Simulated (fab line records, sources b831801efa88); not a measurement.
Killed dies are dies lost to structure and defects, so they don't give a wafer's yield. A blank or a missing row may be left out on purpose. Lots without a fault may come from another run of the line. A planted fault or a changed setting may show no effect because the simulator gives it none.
fab line records | flow gf180mcu
record lots=14 wafers=42 last_day=34
route steps=602 shown V3@433 M4@459
lots that met no fault: from a run of the same line without faults
start_h: hours from the record's first day to the start of the lot's first wafer shown | wait_h: hours since the lot's step before | " the same as in the row above | L1.1+2: a row that stands for several wafers | - no value, or no start given | * or withheld: withheld | < > ~ a bound
route shown NAME@n: a module of which the file shows steps, and the number in the route of the first | usual: mean/standard deviation of fault-free wafers | same: alike in all rows | chamber/n: place in a boat | sites: the reading at each site | _std_site: their standard deviation | _edge_site: outer sites' mean less inner sites' | radius_mm: how far each site lies from the wafer's centre | mask NAME#n: copy n | behind: the tool/chamber that last shaped the wafer | hold: why the lot was held/for how many hours/how that ended | device: the transistor (n, p or np) that didn't switch | end of line: the same wafers' tests at the end of the route | a step without rows: its recipe alone | killed: dies lost to structure and defects at the first sort, not the wafer's yield | map: a wafer's dies, x killed, . not, _ none there
set.NAME: the setting as run; set.NAME@STEP: as run at that earlier step | model.NAME: the simulator's own value behind a step, which no gauge read
steps of the route over a sample of lots; a table a step, a row a wafer
services: from which hour (start_h, from the record's first day; less than 0 if before it) a tool's chamber was out of use, for how many hours, and why
## steps
# step GF_V3_CMP_04
# recipe material=SiO2 down_force_psi=4 platen_rpm=60 pad_velocity_m_s=0.94248
# usual motor_current_A=11.7/0.99 time_to_endpoint_s=81/4.7
# columns lot.wafer tool chamber start_h wait_h motor_current_A time_to_endpoint_s
L205.2 cmp-02 2 494.69 0.1 13.9 71
L205.5 " 0 " " 11.4 85
L205.6 " 1 " " 11.7 81
L206.3 cmp-01 2 503.71 0.0 12.1 81
L206.4 " 3 " " 10.0 91
L206.2 " 1 " " 12.4 80
L208.4 cmp-02 1 517.13 0.2 11.6 87
L208.2 " 3 " " 12.2 83
L208.5 " 1 " " 11.4 84
L209.4 cmp-02 1 523.79 0.1 11.8 87
L209.5 " 3 " " 11.7 86
L209.6 " 0 " " 10.8 88
L210.4 cmp-01 3 531.57 0.1 10.2 79
L210.3 " 1 " " 12.5 77
L210.5 " 2 " " 13.3 82
L212.1 cmp-02 1 552.05 0.1 11.2 74
L212.4 " 2 " " 12.6 82
L212.6 " 0 " " 10.8 81
L214.1 cmp-02 2 567.24 0.1 13.3 81
L214.2 " 3 " " 11.2 84
L214.6 " 1 " " 11.6 81
L218.2 cmp-01 2 596.16 0.0 12.1 74
L218.4 " 1 " " 13.4 84
L218.6 " 2 " " 13.2 79
L219.1 cmp-01 3 605.67 0.1 10.4 75
L219.2 " 1 " " 12.5 69
L219.6 " 2 " " 12.6 76
L223.2 cmp-02 2 632.00 0.1 12.7 81
L223.4 " 3 " " 11.5 79
L223.5 " 2 " " 12.6 80
L224.3 cmp-01 1 646.44 0.1 12.2 72
L224.1 " 3 " " 10.8 70
L224.6 " 1 " " 11.7 78
L225.4 cmp-02 2 648.69 0.0 13.6 90
L225.1 " 0 " " 10.5 83
L225.6 " 3 " " 12.0 90
L226.4 cmp-02 1 657.27 0.1 11.3 82
L226.2 " 3 " " 11.4 74
L226.6 " 0 " " 11.0 83
L227.1 cmp-01 0 659.63 0.1 10.7 77
L227.2 " 2 " " 12.5 77
L227.5 " 1 " " 12.3 82
# step GF_V3_THK_MEAS_25
# recipe thk_meas_gauge=xrf reads=W_of_V3_CVD_23
# usual V3_W_THK=365/3.9
# columns lot.wafer tool chamber start_h wait_h V3_W_THK[nm]
L205.2 film_metro-03 - 519.08 0.1 371
L205.5 " - " " 374
L205.6 " - " " 374
L206.2 film_metro-03 - 528.24 0.1 362
L206.3 " - " " 365
L206.4 " - " " 363
L208.2 film_metro-04 - 541.50 0.1 358
L208.4 " - " " 356
L208.5 " - " " 360
L209.4 film_metro-04 - 548.29 0.1 360
L209.5 " - " " 356
L209.6 " - " " 358
L210.3 film_metro-01 - 555.17 0.1 368
L210.4 " - " " 364
L210.5 " - " " 369
L212.1 film_metro-04 - 575.31 0.1 364
L212.4 " - " " 364
L212.6 " - " " 361
L214.1 film_metro-03 - 590.24 0.1 364
L214.2 " - " " 361
L214.6 " - " " 369
L218.2 film_metro-04 - 619.13 0.1 366
L218.4 " - " " 366
L218.6 " - " " 367
L219.1 film_metro-03 - 627.65 0.1 363
L219.2 " - " " 365
L219.6 " - " " 367
L223.2 film_metro-01 - 653.68 0.1 371
L223.4 " - " " 368
L223.5 " - " " 370
L224.1 film_metro-04 - 667.66 0.1 360
L224.3 " - " " 360
L224.6 " - " " 356
L225.1 film_metro-03 - 669.58 0.1 369
L225.4 " - " " 364
L225.6 " - " " 365
L226.2 film_metro-04 - 678.06 0.1 370
L226.4 " - " " 373
L226.6 " - " " 368
L227.1 film_metro-03 - 680.28 0.1 362
L227.2 " - " " 368
L227.5 " - " " 364
# step GF_M4_SPUTTER_03
# recipe material=Ti target_thk_nm=10 substrate_temp_c=300 chamber_pressure_pa=0.3 power_w=3000 time_s=6.7
# usual throttle_valve_pct=30.1/1
# columns lot.wafer tool chamber start_h wait_h throttle_valve_pct
L205.2 pvd_sputter-02 - 519.59 0.0 30.8
L205.5 " - " " 31.1
L205.6 " - " " 30.6
L206.2 pvd_sputter-04 - 528.75 0.0 27.3
L206.3 " - " " 30.7
L206.4 " - " " 30.5
L208.2 pvd_sputter-03 - 542.70 0.0 30.3
L208.4 " - " " 28.8
L208.5 " - " " 28.7
L209.4 pvd_sputter-04 - 548.78 0.0 31.5
L209.5 " - " " 31.2
L209.6 " - " " 30.4
L210.3 pvd_sputter-03 - 555.67 0.0 30.3
L210.4 " - " " 30.7
L210.5 " - " " 30.1
L212.1 pvd_sputter-02 - 575.83 0.0 30.2
L212.4 " - " " 29.7
L212.6 " - " " 30.0
L214.1 pvd_sputter-04 - 590.76 0.0 27.7
L214.2 " - " " 30.7
L214.6 " - " " 30.5
L218.2 pvd_sputter-03 - 619.64 0.0 30.5
L218.4 " - " " 30.3
L218.6 " - " " 28.8
L219.1 pvd_sputter-03 - 628.17 0.0 30.5
L219.2 " - " " 30.6
L219.6 " - " " 30.7
L223.2 pvd_sputter-02 - 654.41 0.0 30.4
L223.4 " - " " 29.8
L223.5 " - " " 29.8
L224.1 pvd_sputter-02 - 668.18 0.0 29.9
L224.3 " - " " 31.0
L224.6 " - " " 30.8
L225.1 pvd_sputter-04 - 670.21 0.0 27.6
L225.4 " - " " 30.9
L225.6 " - " " 27.8
L226.2 pvd_sputter-04 - 678.57 0.0 30.4
L226.4 " - " " 30.6
L226.6 " - " " 31.1
L227.1 pvd_sputter-04 - 680.80 0.0 30.6
L227.2 " - " " 30.8
L227.5 " - " " 30.4
# step GF_M4_METAL_ETCH_16
# recipe chemistry=Cl2/BCl3 mask_material=KrF target_depth_nm=627.5 stop_on=SiO2 pressure_mtorr=8 icp_w=800 bias_w=140 Cl2_flow_sccm=80 bcl3_flow_sccm=40 time_s=104.6
# usual bcl3_flow_sccm=40.00/0.12 bias_w=140.0/0.42 drypump_motor_current_A=5.9/0.44 oes_product_au=0.972/0.0067 throttle_valve_pct=28.250/0.0099
# columns lot.wafer tool chamber start_h wait_h bcl3_flow_sccm bias_w drypump_motor_current_A oes_product_au rf_hours_counter_h throttle_valve_pct
L205.2 rie_metal-02 0 542.40 0.0 39.87 140.1 6.0 0.961 1 28.236
L205.5 " 0 " " 39.83 140.1 6.1 0.970 - 28.265
L205.6 " 1 " " 40.02 140.0 5.9 0.972 - 28.253
L206.2 rie_metal-02 0 551.49 0.0 39.95 139.2 6.1 0.966 1 28.248
L206.3 " 1 " " 39.86 139.6 5.9 0.975 - 28.245
L206.4 " 0 " " 40.01 140.1 6.0 0.970 - 28.247
L208.2 rie_metal-02 0 564.35 0.0 39.97 139.8 6.0 0.979 2 28.240
L208.4 " 1 " " 40.03 139.8 5.9 0.976 - 28.240
L208.5 " 0 " " 40.13 139.8 6.1 0.973 - 28.239
L209.4 rie_metal-01 0 570.77 0.0 40.12 139.9 5.8 0.978 - 28.244
L209.5 " 1 " " 39.88 140.1 5.9 0.967 - 28.255
L209.6 " 0 " " 40.11 140.0 5.9 0.969 - 28.250
L210.3 rie_metal-03 1 577.52 0.1 39.95 140.6 5.1 0.993 - 28.231
L210.4 " 0 " " 40.13 139.8 6.6 0.981 - 28.248
L210.5 " 1 " " 39.78 139.5 5.1 0.983 - 28.228
L212.1 rie_metal-01 0 597.45 0.0 40.10 139.7 5.9 0.971 11 28.249
L212.4 " 0 " " 40.26 139.7 5.9 0.976 - 28.243
L212.6 " 1 " " 39.76 140.3 5.9 0.974 - 28.233
L214.1 rie_metal-01 1 612.15 0.0 39.90 140.2 5.9 0.967 11 28.237
L214.2 " 0 " " 40.00 140.8 5.9 0.968 11 28.264
L214.6 " 1 " " 40.01 139.8 5.9 0.949 - 28.285
L218.2 rie_metal-01 0 640.39 0.1 - - - - - -
L218.4 " 0 " " - - - - - -
L218.6 " 0 " " - - - - - -
L219.1 rie_metal-01 1 648.68 0.0 - - - - - -
L219.2 " 1 " " - - - - - -
L219.6 " 1 " " - - - - - -
L223.2 rie_metal-03 1 673.94 0.0 40.06 139.3 5.1 0.971 10 28.250
L223.4 " 1 " " 39.90 139.4 5.1 0.976 - 28.241
L223.5 " 0 " " 39.99 139.9 6.6 0.967 - 28.256
L224.1 rie_metal-02 1 687.39 0.0 40.02 140.6 6.0 0.983 2 28.240
L224.3 " 0 " " 40.20 140.3 6.1 0.970 - 28.250
L224.6 " 0 " " 40.30 140.3 6.1 0.976 - 28.244
L225.1 rie_metal-03 0 690.05 0.0 39.83 140.1 6.7 0.972 1 28.258
L225.4 " 0 " " 40.10 139.6 6.7 0.962 - 28.263
L225.6 " 0 " " 40.01 140.0 6.6 0.965 - 28.249
L226.2 rie_metal-02 0 697.30 0.0 39.80 140.0 6.0 0.978 6 28.223
L226.4 " 1 " " 40.12 139.4 5.9 0.973 - 28.228
L226.6 " 1 " " 40.23 140.0 5.9 0.971 - 28.237
L227.1 rie_metal-01 1 699.54 0.0 40.11 139.9 5.9 0.959 3 28.253
L227.2 " 0 " " 40.04 139.2 5.9 0.977 1 28.243
L227.5 " 0 " " 39.96 140.0 5.9 0.969 - 28.269
# step GF_M4_STRIP_17
# recipe chemistry=O2/N2 power_w=1400 pressure_mtorr=1500 platen_temp_c=250 o2_flow_sccm=3000 n2_flow_sccm=300 overash_fraction=0.5
# usual drypump_motor_current_A=5.3/0.4 heater_power_w=357/31 oes_product_au=0.558/0.005 strip_time_to_endpoint_s=7.88/0.035
# same overash_fraction=0.5
# columns lot.wafer tool chamber start_h wait_h drypump_motor_current_A heater_power_w oes_product_au rf_hours_counter_h strip_time_to_endpoint_s
L205.2 plasma_asher-01 1 542.52 0.1 5.4 407 0.559 11 7.90
L205.5 " 1 " " 5.4 404 0.559 - 7.91
L205.6 " 0 " " 5.1 299 0.558 - 7.89
L206.2 plasma_asher-04 0 551.61 0.1 4.9 341 0.555 76 7.90
L206.3 " 1 " " 5.1 383 0.552 - 7.87
L206.4 " 0 " " 4.9 341 0.557 - 7.90
L208.2 plasma_asher-04 0 564.46 0.1 4.9 340 0.560 77 7.89
L208.4 " 0 " " 4.9 342 0.553 - 7.84
L208.5 " 1 " " 5.1 374 0.547 - 7.87
L209.4 plasma_asher-01 0 570.88 0.1 5.1 299 0.558 - 7.93
L209.5 " 1 " " 5.4 408 0.553 - 7.83
L209.6 " 0 " " 5.1 296 0.560 - 7.89
L210.3 plasma_asher-04 1 577.63 0.1 5.1 370 0.550 - 7.86
L210.4 " 0 " " 4.9 337 0.554 - 7.85
L210.5 " 1 " " 5.1 373 0.554 - 7.87
L212.1 plasma_asher-04 0 597.56 0.1 4.9 341 0.558 81 7.92
L212.4 " 1 " " 5.1 369 0.557 - 7.90
L212.6 " 1 " " 5.1 373 0.566 - 7.88
L214.1 plasma_asher-04 0 612.26 0.1 4.9 333 0.558 83 7.88
L214.2 " 1 " " 5.1 377 0.552 83 7.84
L214.6 " 0 " " 4.9 334 0.558 - 7.91
L218.2 plasma_asher-04 1 640.58 0.1 5.1 379 0.657 87 10.20
L218.4 " 1 " " 5.1 375 0.663 - 10.22
L218.6 " 0 " " 4.9 344 0.661 - 10.22
L219.1 plasma_asher-03 0 648.91 0.2 5.4 349 0.660 99 10.20
L219.2 " 1 " " 6.1 382 0.649 99 10.18
L219.6 " 0 " " 5.4 344 0.661 - 10.20
L223.2 plasma_asher-01 1 674.06 0.1 5.4 407 0.557 25 7.95
L223.4 " 1 " " 5.4 411 0.557 - 7.94
L223.5 " 0 " " 5.1 299 0.561 - 7.88
L224.1 plasma_asher-03 0 687.51 0.1 5.5 355 0.559 103 7.85
L224.3 " 1 " " 6.1 366 0.557 - 7.88
L224.6 " 1 " " 6.1 368 0.560 - 7.86
L225.1 plasma_asher-04 1 690.16 0.1 5.1 378 0.553 92 7.80
L225.4 " 0 " " 4.9 331 0.560 - 7.81
L225.6 " 0 " " 4.9 334 0.549 - 7.86
L226.2 plasma_asher-03 0 697.41 0.1 5.5 343 0.560 104 7.93
L226.4 " 1 " " 6.1 368 0.552 - 7.87
L226.6 " 0 " " 5.4 349 0.565 - 7.94
L227.1 plasma_asher-04 0 699.65 0.1 4.9 350 0.551 93 7.83
L227.2 " 1 " " 5.1 388 0.570 93 7.90
L227.5 " 1 " " 5.1 380 0.560 - 7.85
## services
# columns tool chamber start_h hours kind
cmp-01 - 512.61 5.7 pm
pvd_sputter-02 - 518.16 1.0 repair
cmp-01 - 521.73 0.3 repair
plasma_asher-04 - 536.63 1.4 repair
cmp-01 - 541.53 2.5 repair
plasma_asher-04 - 543.75 2.8 pm
plasma_asher-01 - 563.21 0.4 repair
cmp-01 - 574.18 4.0 pm
cmp-01 - 578.18 - consumable_replace:conditioner
cmp-01 - 578.18 - consumable_replace:pad
plasma_asher-04 - 604.55 0.5 repair
pvd_sputter-02 - 615.35 30.1 repair
plasma_asher-03 - 617.92 4.5 repair
rie_metal-01 1 620.70 - clean
rie_metal-01 - 640.70 2.8 pm
cmp-02 - 641.50 6.8 pm
cmp-01 - 656.34 1.5 repair
plasma_asher-01 - 658.70 0.7 repair
cmp-01 - 661.97 0.4 repair
rie_metal-03 - 671.08 1.4 pm
pvd_sputter-03 - 671.26 3.5 repair
plasma_asher-03 - 682.79 2.2 repair
cmp-01 - 689.29 0.6 repair
cmp-02 - 695.19 5.2 pm
## key
first_sign step=GF_M4_METAL_ETCH_16 reading=tool_record direction=missing
effect step=GF_M4_STRIP_17 reading=strip_time_to_endpoint_s direction=up sigmas=67 usual=* struck=*
met_at GF_M4_METAL_ETCH_16
struck_lots L218,L219
later_rows_left_out L218.2,L218.4,L218.6,L219.1,L219.2,L219.6
sort_left_out L218.2,L218.4,L218.6,L219.1,L219.2,L219.6
not_acting_at GF_V3_CMP_04,GF_V3_THK_MEAS_25,GF_M4_SPUTTER_03
onset_between 612.15 640.39
fault kind=skipped_step_whole tool=rie_metal-01 chamber=- onset_h=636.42 steps=GF_M4_METAL_ETCH_16 scope=struck_lots_only
# sort_left_out: the simulated sort isn't trusted on such a fault, so these wafers' sort isn't shown, and their yield isn't known
# later_rows_left_out: the simulator's readings of these wafers behind a module that went badly wrong aren't trusted and aren't shown, but for the sort
